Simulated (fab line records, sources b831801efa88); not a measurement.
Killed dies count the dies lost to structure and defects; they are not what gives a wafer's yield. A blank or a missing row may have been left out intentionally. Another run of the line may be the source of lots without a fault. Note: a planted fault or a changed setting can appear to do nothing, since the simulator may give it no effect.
Problem report, 8D (eight disciplines) form, completed by code / flow sky130 / the parts of the form that need people (team, actions taken, sign-off) are left out

## 1. PROBLEM STATEMENT
Wafers with no fault read 43 with a standard deviation of 7, whereas killed_at_M0_to_M3 at SKY_PAD_OPEN_PROBE_99 reads a mean of 90 on 1 wafer of 1 lot. Measured from the usual mean, that is +6.7 standard deviations.
First observed at day 46 10:28: wafer L251.4, on prober-01. The record holds 12 wafers of 4 lots with a number at this step. Rule for "out", or "out of limits": more than 4 standard deviations from the usual mean. The other wafers with a number count as sound.

## 2. WHAT IT IS; WHAT IT IS NOT
question=which readings at this step | is=killed_at_M0_to_M3, defect-limited-yield, killed-dies, sort_bin_3_pad_short, sort_bin_5_function, sort-n-pass, sort-yield-pct | is not=killed_at_M4_up, killed-at-contacts, killed-at-front-end, killed-at-other, killed-on-rim, killed-open, killed-short, sort_bin_6_memory
question=which lots | is=L251 | is not=L241, L247, L249
question=which wafers of those lots | is=L251.4 | is not=L251.2, L251.5
question=read on which tools | is=prober-01 | is not=prober-02
question=when | is=from day 46 10:28 | is not=up to then (10 sound wafers); but 1 sound wafer of L251 came after

## 3. THE SUSPECTS, EACH WITH WHAT RULES IT OUT
Counting: a tool at a process step up to the reading stays a suspect if it ran every lot that is out. Sound lots after the first of them don't rule it out here, since some wafers of a struck lot are sound.
- rie-diel-04 at SKY_VIA1_ETCH_14 (etches BARC in N2/H2, stops on SiO2, time 45.9 s, target depth 60 nm): kept. It processed L251, the lot that is out, at day 34 17:35, and its most recent sound lot before then was L249 at day 34 01:43.
- plasma-asher-04 at SKY_CAP2M_STRIP_14 (strips in O2/N2): kept. It processed L251, the lot that is out, at day 41 14:09, and its most recent sound lot before then was L247 at day 40 21:33.
- prober-01 at SKY_PAD_OPEN_PROBE_99: kept. It processed L251, the lot that is out, at day 46 10:22, and its most recent sound lot before then was L247 at day 45 21:19. On those wafers its own readings are out: defect-limited-yield, killed_at_M0_to_M3, killed-dies, sort_bin_3_pad_short, sort_bin_5_function, sort-n-pass, sort-yield-pct.
- Within rie-diel-04 at SKY_VIA1_ETCH_14: the wafers that are out ran in chamber 0; their sound lot-mates ran in chambers 2, 3.
The count leaves rie-diel-04 at SKY_VIA1_ETCH_14, plasma-asher-04 at SKY_CAP2M_STRIP_14, and prober-01 at SKY_PAD_OPEN_PROBE_99.

## 4. THE CAUSE (what the simulator had put in)
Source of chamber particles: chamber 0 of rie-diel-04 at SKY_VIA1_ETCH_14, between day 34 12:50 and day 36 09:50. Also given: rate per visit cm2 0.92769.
Counting left 3 suspects, and this tool is among them.

## 5. SEQUENCE OF EFFECTS, ordered by route
One row per reading whose mean, taken over the struck wafers that have a number, lies over 3 standard deviations from the usual. Only readings for which the record gives a usual standard deviation are gone through. hours: the time from each lot's start at the first step in this table that gives one to its start at this step, as a median over the lots. sigmas: the change in usual standard deviations.
hours=0; step=SKY_PAD_OPEN_PROBE_99; reading=defect-limited-yield; usual=82.5 %; on struck wafers=72.8; change=-9.7; sigmas=-5.1
hours=0; step=SKY_PAD_OPEN_PROBE_99; reading=killed_at_M0_to_M3; usual=43; on struck wafers=90; change=+47; sigmas=+6.7
hours=0; step=SKY_PAD_OPEN_PROBE_99; reading=killed-dies; usual=86; on struck wafers=134; change=+48; sigmas=+5.2
hours=0; step=SKY_PAD_OPEN_PROBE_99; reading=sort_bin_3_pad_short; usual=0.9 %; on struck wafers=3.0; change=+2.1; sigmas=+5.2
hours=0; step=SKY_PAD_OPEN_PROBE_99; reading=sort_bin_5_function; usual=10.3 %; on struck wafers=16.9; change=+6.6; sigmas=+4.7
hours=0; step=SKY_PAD_OPEN_PROBE_99; reading=sort-n-pass; usual=406; on struck wafers=358; change=-48; sigmas=-5.2
hours=0; step=SKY_PAD_OPEN_PROBE_99; reading=sort-yield-pct; usual=82.5 %; on struck wafers=72.8; change=-9.7; sigmas=-5.1
Process steps it contains:
- SKY_PAD_OPEN_PROBE_99

## 6. WHAT WOULD HAVE CAUGHT IT SOONER
First out-of-limits reading in this record: day 46 10:28, which is 286 hours after fault onset at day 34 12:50.
Of the tool readings at SKY_VIA1_ETCH_14 for which the record gives a usual standard deviation, none was out on any struck wafer, so an alarm limit of 4 standard deviations on them would not have fired.
Each of the lots that are out, 1 in all, had begun SKY_VIA1_ETCH_14 on rie-diel-04 no later than day 46 10:28. None of them would have been spared by holding the tool at that moment.
